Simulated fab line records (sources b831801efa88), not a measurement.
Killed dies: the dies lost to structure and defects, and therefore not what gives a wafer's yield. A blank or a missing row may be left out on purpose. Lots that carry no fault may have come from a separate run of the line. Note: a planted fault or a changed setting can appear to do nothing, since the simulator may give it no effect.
Which tool is to blame? :: flow sky130 :: 17 wafers from 6 lots sampled at 3 of the route's 708 steps

WHAT THE GAUGES SHOWED, per wafer
SKY_SONOS_ONO_CD_MEAS_13 targets a cd of 410 nm.
lot: L495
measured: day 12 19:47
on: cdSem-02
cdNm (nm): 410.6 409.5 412.8

lot: L498
measured: day 14 07:35
on: cdSem-02
cdNm (nm): 410.6 286.0

lot: L508
measured: day 17 09:47
on: cdSem-02
cdNm (nm): 414.8 412.8 413.8

lot: L510
measured: day 18 00:59
on: cdSem-02
cdNm (nm): 411.7 410.7 409.5

lot: L513
measured: day 19 07:04
on: cdSem-02
cdNm (nm): 410.3 409.1 408.7

lot: L515
measured: day 19 19:40
on: cdSem-01
cdNm (nm): 409.4 410.8 410.6

WHICH TOOL RAN EACH LOT (tool, then ch and the chambers of the sampled wafers, then the start)
lot: L495
SKY_VT_ADJUST_NCORE_STRIP_10: plasmaAsher-04 ch 0,1, day 8 20:07
SKY_SONOS_ONO_EXPOSE_10: ilineStepper-01 ch 0, day 12 07:32

lot: L498
SKY_VT_ADJUST_NCORE_STRIP_10: plasmaAsher-04 ch 0,1, day 9 23:40
SKY_SONOS_ONO_EXPOSE_10: ilineStepper-02 ch 0, day 13 18:29

lot: L508
SKY_VT_ADJUST_NCORE_STRIP_10: plasmaAsher-01 ch 0, day 12 12:58
SKY_SONOS_ONO_EXPOSE_10: ilineStepper-02 ch 0, day 16 20:32

lot: L510
SKY_VT_ADJUST_NCORE_STRIP_10: plasmaAsher-01 ch 0,1, day 13 04:31
SKY_SONOS_ONO_EXPOSE_10: ilineStepper-02 ch 0, day 17 10:29

lot: L513
SKY_VT_ADJUST_NCORE_STRIP_10: plasmaAsher-04 ch 0,1, day 14 07:40
SKY_SONOS_ONO_EXPOSE_10: ilineStepper-02 ch 0, day 18 15:49

lot: L515
SKY_VT_ADJUST_NCORE_STRIP_10: plasmaAsher-04 ch 0,1, day 14 13:43
SKY_SONOS_ONO_EXPOSE_10: ilineStepper-01 ch 0, day 19 04:04
- SKY_VT_ADJUST_NCORE_STRIP_10: strips in O2/N2.
- SKY_SONOS_ONO_EXPOSE_10: exposes mask ONOM, target cd 410 nm.

THE ANSWER, worked out from the rows above alone
Rule: usual is defined by the lots themselves. The widest of any qualifying gaps counts: lots, ordered by their means at a reading, are off when they make up no more than a third of the lots, leave a main group of 4 or more, and stand apart from it by 3 or more times the standard deviation of that group's means. A main group is skipped when, at the precision printed for the reading in the tables above, its means are all equal. A lot without any number at a reading at which 4 lots or more have one is off too. Where the step has rows for the other lots, those lots are counted as sound.
Off: L498, at SKY_SONOS_ONO_CD_MEAS_13 (cdNm). Mean 411.0 nm and standard deviation 1.5 in the main group.
A tool fits if, at a process step before that reading, it ran every lot that is off, and no sound lot after the first of them. Gauges at SKY_SONOS_ONO_CD_MEAS_13: tried the same way as those tools. None of those tried fits.

WHAT HAD BEEN PUT IN BY THE SIMULATOR
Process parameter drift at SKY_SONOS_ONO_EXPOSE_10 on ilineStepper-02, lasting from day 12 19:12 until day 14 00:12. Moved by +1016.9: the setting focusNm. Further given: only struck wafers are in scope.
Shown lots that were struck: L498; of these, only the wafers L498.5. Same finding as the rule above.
